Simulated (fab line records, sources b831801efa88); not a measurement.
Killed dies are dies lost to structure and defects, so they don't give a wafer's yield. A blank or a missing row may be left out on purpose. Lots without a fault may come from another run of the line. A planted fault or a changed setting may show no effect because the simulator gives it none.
A struck lot beside a sound one | flow gf180mcu | 17 steps out of a route of 602
Sound: wafers L391.1, L391.3, L391.4. Struck: wafers L397.1, L397.3, L397.6. The cause comes at the end.
At each step with rows: each side's tool, then ch and its chambers, then its first start. Under that, the readings that differ: sound wafers | struck wafers | difference of the means | sigmas: that difference in standard deviations of wafers without a fault.
alike: readings whose means differ by less than 2 such deviations, and words and numbers that are the same on both sides. not compared: withheld readings, readings that some wafer has no value for, bounds like >300 that may hide the same value, and numbers for which the record gives no deviation and whose values overlap.
The two part at a step that has a row with sigmas, a row that says differs or no value, or rows on one side only. Numbers that don't overlap but have no deviation are shown without sigmas and don't part them. A reading that every wafer of one side lacks parts them only if that side has two wafers or more.

GF_STI_CMP_25: polishes, stops on Si3N4, t overpolish 33 s, target thk 524.6 nm.
  sound on cmp-01 ch 0,2,3, day 4 06:53; struck on cmp-02 ch 1,3, day 5 13:48
  alike: motor_current_A, overpolish_run_s, platen_rpm, time_to_endpoint_s
then, 4 steps without rows for these wafers: GF_STI_WET_ETCH_26 (etches SiO2 in dHF, target depth 94 nm, time 188 s); GF_STI_WET_ETCH_27 (etches Si3N4 in H3PO4, target depth 160 nm, time 1825 s); GF_STI_WET_ETCH_28 (etches SiO2 in dHF, target depth 20 nm, time 40 s); GF_STI_OXIDATION_29 (stabilise 600 s, purge 300 s, target thk 10 nm).
GF_STI_THK_MEAS_30:
  sound on film_metro-02, day 4 09:09; struck on film_metro-04, day 5 16:55
  alike: STI_OXIDATION_02_THK
then, 6 steps without rows for these wafers: GF_DNWELL_DEHYDRATE_00 (time 60 s); GF_DNWELL_HMDS_01 (prime time 60 s); GF_DNWELL_COAT_02 (resist thk 3000 nm); GF_DNWELL_SOFTBAKE_03; GF_DNWELL_EXPOSE_04 (exposes mask DNWELL, target cd 1700 nm); GF_DNWELL_PEB_05.
GF_DNWELL_DEVELOP_06: develop time 60 s.
  sound on litho_track-01 ch 0, day 4 21:00; struck on litho_track-01, day 6 07:00
  no value came back on the struck wafers for chill_plate_temp_C (C), develop_time_s (s); on the sound wafers chill_plate_temp_C (C) reads 22.98 23.08 23.10
then, 1 step without rows for these wafers: GF_DNWELL_IMPLANT_07.
GF_DNWELL_STRIP_08: strips in O2/N2.
  sound on plasma_asher-03 ch 0,1, day 4 21:57; struck on plasma_asher-03 ch 0,1, day 6 07:24
  alike: drypump_motor_current_A, heater_power_w, oes_product_au, strip_time_to_endpoint_s
  not compared: rf_hours_counter_h
GF_DNWELL_TW_MEAS_09:
  sound on film_metro-03, day 4 22:03; struck on film_metro-04, day 6 07:33
  reading   | sound          | struck   | difference | sigmas
  DNWELL_TW | 1353 1339 1345 | 31 31 31 | -1315      | -99 or more
then, 1 step without rows for these wafers: GF_NWELL_DEHYDRATE_00 (time 60 s).

WHERE THEY PART
First at GF_DNWELL_DEVELOP_06; last, within this record, at GF_DNWELL_TW_MEAS_09.

WHY: what the simulator had put in
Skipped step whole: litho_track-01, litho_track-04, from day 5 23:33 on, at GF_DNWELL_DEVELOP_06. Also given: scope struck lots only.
